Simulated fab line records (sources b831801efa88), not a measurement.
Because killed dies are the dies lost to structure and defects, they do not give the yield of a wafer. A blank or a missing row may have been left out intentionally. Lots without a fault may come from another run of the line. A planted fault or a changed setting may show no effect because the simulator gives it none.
fab line records	flow sky130
record lots=6	wafers=18	lastDay=50
route steps=708 shown POLY_CUT@318 SD_P@320 RES_XHIGH@332 SD_N@342
lots that met no fault: taken from a fault-free run of the same line
startH: the number of hours between the record's first day and the start of the first shown wafer of the lot	waitH: hours since the lot's step before	" repeats the value in the row above	L1.1+2: several wafers, shown together as one row	- value missing, or start not given	* or withheld: withheld	< > ~ a bound
route shown NAME@n: NAME is a module with steps in the file, n the number in the route of the first one	usual: mean/standard deviation of fault-free wafers	same: alike in all rows	chamber/n: place in a boat	sites: each site's reading	_std_site: the standard deviation of these	_edge_site: inner sites' mean taken away from outer sites' mean	radiusMm: for every site, how far away it sits from the centre of the wafer	mask NAME#n: copy n	behind: the most recent tool/chamber to have shaped the wafer	hold: what put the lot on hold/how long, in hours/how the hold closed	device: the transistor (n, p or np) that didn't switch	end of line: tests of these same wafers at the route's end	a step without rows: its recipe alone	killed: not the wafer's yield, but the dies lost to structure and defects at the first sort	map: per-die view of a wafer (x killed, . not killed, _ where there is no die)
set.NAME: the setting the step ran with; set.NAME@STEP: the setting that earlier step ran with	model.NAME: the simulator's own value behind a step, which no gauge read
a table for each step, a row for each wafer; lots at some steps of the route
services: a tool's chamber out of use, with start hour (startH, from the record's first day; less than 0 if before it), hours out, and reason
## steps
# step SKY_POLY_CUT_ETCH_11
# recipe target=Si3N4	chemistry=CF4/CH2F2/Ar	stopOn=poly-Si	sourceW=600	biasW=150	pressureMtorr=40	cf4FlowSccm=40	ch2f2FlowSccm=20	Ar_flow_sccm=150	timeS=42.5	targetDepthA=600
# usual drypumpMotorCurrentA=5.72/0.3	oesProductAu=0.827/0.0069	throttleValvePct=14.995/0.0085
lot.wafer	tool	chamber	startH	waitH	drypumpMotorCurrentA	oesProductAu	rfHoursCounterH	throttleValvePct
L699.3	rieDiel-02	3	564.14	0.0	5.48	0.826	44	14.993
L699.5	"	3	"	"	5.49	0.818	-	15.001
L699.6	"	2	"	"	5.33	0.831	-	14.998
L706.2	rieDiel-02	1	633.38	0.0	5.76	0.821	10	14.992
L706.3	"	2	"	"	5.30	0.822	67	15.002
L706.5	"	2	"	"	5.31	0.834	-	15.006
L707.2	rieDiel-01	3	646.58	0.0	6.10	0.825	9	14.993
L707.3	"	2	"	"	5.85	0.828	1	14.990
L707.6	"	3	"	"	6.09	0.830	-	15.013
L711.1	rieDiel-02	0	677.19	0.0	5.45	0.833	14	14.994
L711.3	"	3	"	"	5.49	0.823	47	14.994
L711.6	"	3	"	"	5.48	0.834	-	14.996
L717.1	rieDiel-01	0	721.83	0.0	5.62	0.827	1	14.982
L717.2	"	3	"	"	6.07	0.827	10	15.003
L717.5	"	1	"	"	6.12	0.825	-	15.000
L721.2	rieDiel-01	1	752.03	0.0	6.15	0.829	2	14.999
L721.5	"	2	"	"	5.80	0.820	-	15.006
L721.6	"	0	"	"	5.61	0.825	-	14.994
# step SKY_POLY_CUT_STRIP_12
# recipe chemistry=O2/N2	powerW=1400	pressureMtorr=1500	platenTempC=withheld	o2FlowSccm=3000	n2FlowSccm=300	overashFraction=0.5
# usual chamberPressureMTorr=1499.8/1.5	drypumpMotorCurrentA=5.8/0.34	oesProductAu=0.451/0.005	stripTimeToEndpointS=5.345/0.016
# same overashFraction=0.5
lot.wafer	tool	chamber	startH	waitH	chamberPressureMTorr	drypumpMotorCurrentA	oesProductAu	rfHoursCounterH	stripTimeToEndpointS
L699.3	plasmaAsher-03	0	564.21	0.1	1497.2	5.6	0.448	-	5.379
L699.5	"	1	"	"	1499.9	5.5	0.448	-	5.354
L699.6	"	0	"	"	1500.9	5.6	0.450	-	5.352
L706.2	plasmaAsher-02	0	633.42	0.0	1501.0	6.6	0.448	19	5.345
L706.3	"	0	"	"	1500.5	6.6	0.452	-	5.325
L706.5	"	1	"	"	1502.3	6.1	0.451	-	5.349
L707.2	plasmaAsher-03	0	646.62	0.0	1501.5	5.6	0.445	53	5.342
L707.3	"	0	"	"	1498.4	5.6	0.457	-	5.345
L707.6	"	0	"	"	1501.8	5.6	0.450	-	5.365
L711.1	plasmaAsher-01	1	677.23	0.0	1499.3	5.6	0.449	96	5.348
L711.3	"	1	"	"	1501.5	5.6	0.447	-	5.335
L711.6	"	1	"	"	1499.8	5.6	0.456	-	5.332
L717.1	plasmaAsher-01	1	721.87	0.0	1500.7	5.6	0.446	100	5.367
L717.2	"	0	"	"	1502.1	5.8	0.458	100	5.327
L717.5	"	0	"	"	1497.4	5.8	0.462	-	5.341
L721.2	plasmaAsher-03	0	752.07	0.0	1497.1	5.6	0.446	64	5.322
L721.5	"	0	"	"	1500.5	5.6	0.453	-	5.332
L721.6	"	1	"	"	1498.5	5.5	0.448	-	5.340
# step SKY_SD_P_DEHYDRATE_00
# recipe tempC=200	timeS=60
# step SKY_SD_P_HMDS_01
# recipe primeTimeS=60	primeTempC=120
# step SKY_SD_P_COAT_02
# recipe resist=NOVOLAK	spinRpm=3000	resistThkNm=1140
# step SKY_SD_P_SOFTBAKE_03
# recipe tempC=90	timeS=60	resist=NOVOLAK
# step SKY_SD_P_EXPOSE_04
# recipe maskId=PSDM	na=0.6	sourceShape=conventional	sigmaOuter=0.6	polarization=unpolarized	targetCdNm=380	doseMj=138
# step SKY_SD_P_PEB_05
# recipe tempC=withheld	timeS=*	resist=NOVOLAK
# step SKY_SD_P_DEVELOP_06
# recipe resist=NOVOLAK	developer=TMAH	developTimeS=60	devTempC=23
# step SKY_SD_P_CD_MEAS_07
# recipe targetCdNm=380
# usual cdNm=379.7/2.8
lot.wafer	tool	chamber	startH	waitH	cdNm
L699.3	cdSem-01	-	594.27	0.1	376.7
L699.5	"	-	"	"	378.8
L699.6	"	-	"	"	377.6
L706.2	cdSem-02	-	662.30	0.1	377.4
L706.3	"	-	"	"	376.3
L706.5	"	-	"	"	374.6
L707.2	cdSem-02	-	675.01	0.1	386.3
L707.3	"	-	"	"	383.0
L707.6	"	-	"	"	385.1
L711.1	cdSem-01	-	705.39	0.1	380.9
L711.3	"	-	"	"	380.8
L711.6	"	-	"	"	382.1
L717.1	cdSem-01	-	748.83	0.1	379.6
L717.2	"	-	"	"	379.7
L717.5	"	-	"	"	380.4
L721.2	cdSem-02	-	778.80	0.1	376.9
L721.5	"	-	"	"	378.4
L721.6	"	-	"	"	378.2
# step SKY_SD_P_OVL_MEAS_08
# usual SD_P_OVL=-1.2/1.6
lot.wafer	tool	chamber	startH	waitH	SD_P_OVL[nm]
L699.3	overlay-01	-	594.36	0.1	-2.1
L699.5	"	-	"	"	0.3
L699.6	"	-	"	"	-1.7
L706.2	overlay-01	-	662.41	0.1	-0.5
L706.3	"	-	"	"	-1.9
L706.5	"	-	"	"	-0.8
L707.2	overlay-02	-	675.11	0.1	2.2
L707.3	"	-	"	"	2.3
L707.6	"	-	"	"	2.3
L711.1	overlay-01	-	705.51	0.1	-1.3
L711.3	"	-	"	"	-2.7
L711.6	"	-	"	"	-1.0
L717.1	overlay-01	-	748.95	0.1	-0.1
L717.2	"	-	"	"	0.4
L717.5	"	-	"	"	-0.6
L721.2	overlay-01	-	778.91	0.1	-2.9
L721.5	"	-	"	"	-1.4
L721.6	"	-	"	"	-3.7
# step SKY_SD_P_IMPLANT_09
# recipe species=BF2	energyKev=20	doseCm2=3e+15	tiltDeg=0
# step SKY_SD_P_STRIP_10
# recipe chemistry=O2/N2	powerW=1400	pressureMtorr=1500	platenTempC=withheld	o2FlowSccm=3000	n2FlowSccm=300	overashFraction=0.5
# usual chamberPressureMTorr=1500.1/1.4	drypumpMotorCurrentA=5.5/0.31	oesProductAu=0.617/0.0043	overashFraction=0.5/0	stripTimeToEndpointS=17.49/0.041
lot.wafer	tool	chamber	startH	waitH	chamberPressureMTorr	drypumpMotorCurrentA	oesProductAu	overashFraction	rfHoursCounterH	stripTimeToEndpointS	model.NOVOLAK_of_SD_P_COAT_02.thkNm
L699.3	plasmaAsher-01	0	594.57	0.1	1500.0	5.9	0.617	0.5	-	17.50	0
L699.5	"	1	"	"	1501.5	5.6	0.619	0.5	-	17.49	0
L699.6	"	0	"	"	1499.9	5.8	0.622	0.5	-	17.45	0
L706.2	plasmaAsher-01	1	662.59	0.1	-	-	-	-	-	-	1139
L706.3	"	0	"	"	-	-	-	-	-	-	1142
L706.5	"	0	"	"	-	-	-	-	-	-	1142
L707.2	plasmaAsher-01	0	675.29	0.1	-	-	-	-	-	-	1140
L707.3	"	0	"	"	-	-	-	-	-	-	1138
L707.6	"	0	"	"	-	-	-	-	-	-	1142
L711.1	plasmaAsher-04	1	705.69	0.1	1498.2	5.4	0.613	0.5	88	17.56	0
L711.3	"	0	"	"	1499.8	4.7	0.612	0.5	-	17.61	0
L711.6	"	1	"	"	1498.5	5.4	0.618	0.5	-	17.51	0
L717.1	plasmaAsher-01	1	749.14	0.1	1497.8	5.6	0.612	0.5	0	17.51	0
L717.2	"	0	"	"	1500.4	5.8	0.616	0.5	0	17.51	0
L717.5	"	0	"	"	1497.2	5.9	0.612	0.5	-	17.48	0
L721.2	plasmaAsher-01	1	779.09	0.1	1500.5	5.6	0.616	0.5	3	17.56	0
L721.5	"	0	"	"	1499.2	5.8	0.616	0.5	-	17.45	0
L721.6	"	1	"	"	1499.4	5.7	0.622	0.5	-	17.47	0
# step SKY_SD_P_TW_MEAS_11
# usual SD_P_TW=2827/19
lot.wafer	tool	chamber	startH	waitH	SD_P_TW
L699.3	filmMetro-01	-	594.66	0.1	2810
L699.5	"	-	"	"	2823
L699.6	"	-	"	"	2811
L706.2	filmMetro-02	-	662.70	0.1	2813
L706.3	"	-	"	"	2823
L706.5	"	-	"	"	2812
L707.2	filmMetro-01	-	675.40	0.1	2805
L707.3	"	-	"	"	2795
L707.6	"	-	"	"	2772
L711.1	filmMetro-03	-	705.79	0.1	2856
L711.3	"	-	"	"	2854
L711.6	"	-	"	"	2834
L717.1	filmMetro-01	-	749.24	0.1	2802
L717.2	"	-	"	"	2807
L717.5	"	-	"	"	2821
L721.2	filmMetro-01	-	779.20	0.1	2810
L721.5	"	-	"	"	2810
L721.6	"	-	"	"	2799
# step SKY_RES_XHIGH_DEHYDRATE_00
# recipe tempC=200	timeS=60
# step SKY_RES_XHIGH_HMDS_01
# recipe primeTimeS=60	primeTempC=120
# step SKY_RES_XHIGH_COAT_02
# recipe resist=NOVOLAK	spinRpm=3000	resistThkNm=1140
# step SKY_RES_XHIGH_SOFTBAKE_03
# recipe tempC=90	timeS=60	resist=NOVOLAK
# step SKY_RES_XHIGH_EXPOSE_04
# recipe maskId=URPM	na=0.6	sourceShape=conventional	sigmaOuter=0.6	polarization=unpolarized	targetCdNm=1270	doseMj=140
# step SKY_RES_XHIGH_PEB_05
# recipe tempC=withheld	timeS=*	resist=NOVOLAK
# step SKY_RES_XHIGH_DEVELOP_06
# recipe resist=NOVOLAK	developer=TMAH	developTimeS=60	devTempC=23
# step SKY_RES_XHIGH_IMPLANT_07
# recipe species=BF2	energyKev=20	doseCm2=3.6e+14	tiltDeg=0
# step SKY_RES_XHIGH_STRIP_08
# recipe chemistry=O2/N2	powerW=1400	pressureMtorr=1500	platenTempC=withheld	o2FlowSccm=3000	n2FlowSccm=300	overashFraction=0.5
# usual chamberPressureMTorr=1500.0/1.3	drypumpMotorCurrentA=5.7/0.6	oesProductAu=0.711/0.0049	stripTimeToEndpointS=14.26/0.041
# same overashFraction=0.5
lot.wafer	tool	chamber	startH	waitH	chamberPressureMTorr	drypumpMotorCurrentA	oesProductAu	rfHoursCounterH	stripTimeToEndpointS
L699.3	plasmaAsher-03	0	624.38	0.1	1500.3	5.6	0.707	-	14.36
L699.5	"	0	"	"	1501.2	5.6	0.713	-	14.33
L699.6	"	1	"	"	1500.9	5.5	0.708	-	14.31
L706.2	plasmaAsher-03	0	690.49	0.1	1498.5	5.6	0.715	58	31.33
L706.3	"	1	"	"	1502.4	5.5	0.728	-	31.42
L706.5	"	1	"	"	1500.5	5.5	0.714	-	31.39
L707.2	plasmaAsher-04	0	703.38	0.1	1500.2	4.7	0.712	88	31.32
L707.3	"	0	"	"	1498.2	4.7	0.711	-	31.27
L707.6	"	0	"	"	1498.4	4.7	0.718	-	31.37
L711.1	plasmaAsher-02	1	733.44	0.1	1500.2	6.1	0.707	29	14.24
L711.3	"	0	"	"	1500.0	6.6	0.707	-	14.24
L711.6	"	1	"	"	1498.1	6.1	0.709	-	14.24
L717.1	plasmaAsher-02	0	775.49	0.1	1498.9	6.6	0.707	34	14.24
L717.2	"	1	"	"	1500.7	6.1	0.720	34	14.23
L717.5	"	0	"	"	1501.3	6.6	0.715	-	14.25
L721.2	plasmaAsher-03	0	805.89	0.1	1501.3	5.6	0.709	69	14.27
L721.5	"	1	"	"	1499.1	5.5	0.717	-	14.34
L721.6	"	0	"	"	1501.8	5.6	0.706	-	14.29
# step SKY_RES_XHIGH_TW_MEAS_09
# usual RES_XHIGH_TW=1640/11
lot.wafer	tool	chamber	startH	waitH	RES_XHIGH_TW
L699.3	filmMetro-02	-	624.46	0.1	1662
L699.5	"	-	"	"	1652
L699.6	"	-	"	"	1662
L706.2	filmMetro-02	-	690.60	0.1	30
L706.3	"	-	"	"	30
L706.5	"	-	"	"	30
L707.2	filmMetro-03	-	703.49	0.1	30
L707.3	"	-	"	"	30
L707.6	"	-	"	"	30
L711.1	filmMetro-03	-	733.54	0.1	1653
L711.3	"	-	"	"	1651
L711.6	"	-	"	"	1654
L717.1	filmMetro-01	-	775.59	0.1	1624
L717.2	"	-	"	"	1633
L717.5	"	-	"	"	1631
L721.2	filmMetro-01	-	806.00	0.1	1627
L721.5	"	-	"	"	1628
L721.6	"	-	"	"	1639
# step SKY_SD_N_DEHYDRATE_00
# recipe tempC=200	timeS=60
## services
tool	chamber	startH	hours	kind
plasmaAsher-04	-	604.35	3.9	repair
rieDiel-02	3	624.54	17.0	repair
rieDiel-01	2	625.54	4.6	repair
rieDiel-01	0	643.47	-	clean
rieDiel-01	0	643.47	15.1	scheduledDown
rieDiel-01	0	643.47	15.1	ventCycle
rieDiel-02	2	643.97	-	clean
rieDiel-02	2	643.97	13.9	scheduledDown
rieDiel-02	2	643.97	13.9	ventCycle
rieDiel-01	1	664.87	-	clean
rieDiel-01	1	664.87	12.1	scheduledDown
rieDiel-01	1	664.87	12.1	ventCycle
plasmaAsher-04	-	676.84	2.6	repair
plasmaAsher-02	-	686.47	2.8	pm
rieDiel-01	2	732.26	10.7	repair
plasmaAsher-01	-	733.75	9.0	pm
plasmaAsher-01	0	733.75	9.0	ventCycle
plasmaAsher-01	1	733.75	9.0	ventCycle
rieDiel-02	3	736.41	-	clean
plasmaAsher-01	0	742.75	-	clean
plasmaAsher-01	1	742.75	-	clean
rieDiel-01	3	749.35	9.6	repair
rieDiel-01	-	753.62	2.8	pm
rieDiel-02	3	793.05	4.7	repair
## key
firstSign step=SKY_SD_P_STRIP_10	reading=toolRecord	direction=missing
effect step=SKY_RES_XHIGH_STRIP_08	reading=stripTimeToEndpointS	direction=up	sigmas=99+	usual=*	struck=*
effect step=SKY_RES_XHIGH_TW_MEAS_09	reading=RES_XHIGH_TW	direction=down	sigmas=99+	usual=1640	struck=30
modelEffect step=SKY_SD_P_STRIP_10	value=NOVOLAK_of_SD_P_COAT_02.thkNm	without=0	struck=1140
modelEffect step=SKY_PAD_OPEN_PROBE_99	value=etest.resXhighPo.open	without=0	struck=1
metAt SKY_SD_P_STRIP_10
struckWafers L706.2,L706.3,L706.5,L707.2,L707.3,L707.6
sortLeftOut L706.2,L706.3,L706.5,L707.2,L707.3,L707.6
testerLeftOut L706,L707
onsetBetween 594.57 662.59
fault kind=skippedStepWhole	tool=plasmaAsher-01	chamber=-	onsetH=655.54	steps=SKY_SD_P_STRIP_10	scope=struckLotsOnly
# testerLeftOut: of these lots the tester's yield and bins aren't shown, on N5 and GAA mostly nor the transistor test; their killed dies are dies lost to structure and defects alone, not to doping, threshold or leakage, so they don't give the yield
# sortLeftOut: the simulated sort isn't trusted on such a fault, so these wafers' sort isn't shown, and their yield isn't known
